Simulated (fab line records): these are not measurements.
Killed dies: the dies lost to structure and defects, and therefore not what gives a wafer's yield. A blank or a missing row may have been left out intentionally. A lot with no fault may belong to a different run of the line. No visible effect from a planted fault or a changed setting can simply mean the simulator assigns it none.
Chamber matching || flow sky130 || pecvd-03 running SKY_PASSIVATION_CVD_00: 3 sister chambers
The step deposits SiO2, target thk 90 nm. 6 wafers are shown with their chamber, then 8 later ones without.

== WAFERS, EACH WITH ITS CHAMBER ==
{"wafer": "L082.2", "chamber": 1, "heater power w (W)": 728}
{"wafer": "L082.3", "chamber": 0, "heater power w (W)": 642}
{"wafer": "L082.4", "chamber": 2, "heater power w (W)": 628}
{"wafer": "L082.5", "chamber": 1, "heater power w (W)": 744}
{"wafer": "L082.6", "chamber": 0, "heater power w (W)": 637}
{"wafer": "L089.3", "chamber": 2, "heater power w (W)": 574}

== WAFERS MISSING THEIR CHAMBER ==
{"wafer": "L089.5", "heater power w (W)": 560}
{"wafer": "L089.6", "heater power w (W)": 763}
{"wafer": "L094.1", "heater power w (W)": 756}
{"wafer": "L094.2", "heater power w (W)": 620}
{"wafer": "L094.5", "heater power w (W)": 622}
{"wafer": "L095.2", "heater power w (W)": 655}
{"wafer": "L095.3", "heater power w (W)": 657}
{"wafer": "L095.5", "heater power w (W)": 676}

== WHICH CHAMBER EACH ONE RAN IN ==
{"wafer": "L089.5", "from the rows above": "can't be placed: 2 or 0", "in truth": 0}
{"wafer": "L089.6", "from the rows above": 1, "in truth": 1}
{"wafer": "L094.1", "from the rows above": 1, "in truth": 1}
{"wafer": "L094.2", "from the rows above": "can't be placed: 2 or 0", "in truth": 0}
{"wafer": "L094.5", "from the rows above": "can't be placed: 0 or 2", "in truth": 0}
{"wafer": "L095.2", "from the rows above": "can't be placed: 0 or 2", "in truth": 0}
{"wafer": "L095.3", "from the rows above": "can't be placed: 0 or 2", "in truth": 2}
{"wafer": "L095.5", "from the rows above": "can't be placed: 0 or 1 or 2", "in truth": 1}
Correct placement for 2 of the 8. Cannot be placed on the basis of these rows: 6; the candidates contain the true chamber in 6. Wrongly placed: 0.
How it was worked out, from the rows above alone: a wafer's distance from a chamber is the root of the sum, over the readings, of the square of ((its reading less the chamber's mean) divided by the reading's scatter). If the next closest chamber is less than 2 further off than the closest, the wafer can't be placed; otherwise it belongs to the closest. Each chamber's mean is taken over the wafers shown for it. The scatter: the root of (the sum of the squares of (reading less its chamber's mean) over the shown wafers, divided by (wafers less chambers)).
